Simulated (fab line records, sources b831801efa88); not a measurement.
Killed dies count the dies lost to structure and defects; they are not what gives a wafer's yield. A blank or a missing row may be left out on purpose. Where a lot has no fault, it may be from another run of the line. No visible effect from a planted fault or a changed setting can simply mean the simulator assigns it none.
Chamber matching :: flow sky130 :: SKY_VIA1_CMP_02 on cmp-02: 4 sister chambers
The step polishes SiO2. 8 wafers are shown with their chamber, then 12 later ones without.

WAFERS PAIRED WITH THEIR CHAMBERS
wafer: L085.2
chamber: 2
motor current A (A): 13.2

wafer: L086.1
chamber: 1
motor current A (A): 11.3

wafer: L087.3
chamber: 2
motor current A (A): 12.3

wafer: L087.5
chamber: 1
motor current A (A): 11.6

wafer: L087.6
chamber: 0
motor current A (A): 11.7

wafer: L089.1
chamber: 3
motor current A (A): 11.7

wafer: L089.2
chamber: 0
motor current A (A): 11.0

wafer: L089.6
chamber: 3
motor current A (A): 11.6

WAFERS WITHOUT THEIR CHAMBER
wafer: L091.2
motor current A (A): 10.8

wafer: L091.3
motor current A (A): 11.2

wafer: L091.4
motor current A (A): 12.1

wafer: L092.3
motor current A (A): 11.4

wafer: L092.5
motor current A (A): 12.5

wafer: L092.6
motor current A (A): 11.4

wafer: L094.1
motor current A (A): 11.5

wafer: L094.2
motor current A (A): 11.8

wafer: L094.4
motor current A (A): 13.5

wafer: L096.1
motor current A (A): 11.5

wafer: L096.3
motor current A (A): 11.8

wafer: L096.5
motor current A (A): 12.6

WHICH CHAMBER EACH ONE RAN IN
wafer: L091.2
from the rows above: can't be placed: 0 or 1 or 3
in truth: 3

wafer: L091.3
from the rows above: can't be placed: 0 or 1 or 3
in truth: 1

wafer: L091.4
from the rows above: can't be placed: 3 or 1 or 2 or 0
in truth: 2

wafer: L092.3
from the rows above: can't be placed: 1 or 0 or 3
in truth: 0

wafer: L092.5
from the rows above: can't be placed: 2 or 3 or 1
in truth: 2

wafer: L092.6
from the rows above: can't be placed: 1 or 0 or 3
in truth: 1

wafer: L094.1
from the rows above: can't be placed: 1 or 3 or 0
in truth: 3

wafer: L094.2
from the rows above: can't be placed: 3 or 1 or 0 or 2
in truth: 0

wafer: L094.4
from the rows above: 2
in truth: 2

wafer: L096.1
from the rows above: can't be placed: 1 or 3 or 0
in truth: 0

wafer: L096.3
from the rows above: can't be placed: 3 or 1 or 0 or 2
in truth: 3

wafer: L096.5
from the rows above: can't be placed: 2 or 3
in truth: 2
Correct placement for 1 of the 12. From these rows, 11 cannot be placed; in 11 the true chamber is one of the candidates. Placed wrongly: 0.
How it was worked out, from the rows above alone: a wafer's distance from a chamber is the root of the sum, over the readings, of the square of ((its reading less the chamber's mean) divided by the reading's scatter). If the next closest chamber is less than 2 further off than the closest, the wafer can't be placed; otherwise it belongs to the closest. Each chamber's mean is taken over the wafers shown for it. The scatter: take each reading less its chamber's mean, square it, sum over the shown wafers, divide by the number of wafers less the number of chambers, and take the root.
